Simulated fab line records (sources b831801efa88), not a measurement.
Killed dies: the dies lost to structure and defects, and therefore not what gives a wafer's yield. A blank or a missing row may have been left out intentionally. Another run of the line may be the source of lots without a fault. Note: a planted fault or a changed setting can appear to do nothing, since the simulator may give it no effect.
Which tool is to blame? ; flow sky130 ; route of 708 steps, sampled at 1 step: 13 lots, 39 wafers

## WHAT EACH GAUGE READ, for each wafer
SKY_LDD_HVN_TW_MEAS_10.
lot;measured;on;LDD_HVN_TW
L585;day 20 17:24;film_metro-01;1463 1469 1465
L587;day 21 11:11;film_metro-04;1445 1445 1450
L588;day 22 00:56;film_metro-01;1454 1456 1451
L589;day 22 10:06;film_metro-01;1456 1452 1445
L590;day 22 23:31;film_metro-02;1438 1436 1438
L592;day 23 08:25;film_metro-04;1432 1439 1432
L593;day 23 16:37;film_metro-04;1433 1431 1437
L600;day 26 14:38;film_metro-02;1446 1439 1455
L601;day 26 19:58;film_metro-01;1457 1466 1455
L602;day 27 03:50;film_metro-04;1444 1438 1446
L604;day 27 14:11;film_metro-04;1440 1443 1449
L605;day 27 20:45;film_metro-01;1450 1454 1451
L606;day 30 09:25;film_metro-02;1453 1452 1443

## WHICH TOOL RAN EACH LOT (tool, then ch and the chambers of the sampled wafers, then the start)
The record shows no process step preceding these readings.

## WHAT THE TOOLS THEMSELVES READ (means of the sampled wafers that have a number; where no wafer has one, the mark that the record gives instead)
The record holds no such reading with a usual standard deviation.

## THE ANSWER, worked out from the rows above alone
Rule: the lots themselves supply what counts as usual. Put in order of their means at a reading, lots are off if they are a third of the lots or fewer, leave a main group of 4 or more, and stand apart from it by a gap of 3 or more times the standard deviation of the main group's means; of several such gaps the widest counts. If all means in a main group match to the digits the tables above print for the reading, that group is not used. Also off: a lot with no number at a reading for which 4 or more lots have one. Where the step has rows for the other lots, those lots are counted as sound. The gauges are gone through in route order, then the tools' own readings, and for those a lot's mean is taken as printed above. At the first step where some lot is off, the reading lying furthest off is the one used; lots without a number count as furthest.
No lot is off on any of the readings shown, so nothing can be concluded from this.

## WHAT THE SIMULATOR PUT IN
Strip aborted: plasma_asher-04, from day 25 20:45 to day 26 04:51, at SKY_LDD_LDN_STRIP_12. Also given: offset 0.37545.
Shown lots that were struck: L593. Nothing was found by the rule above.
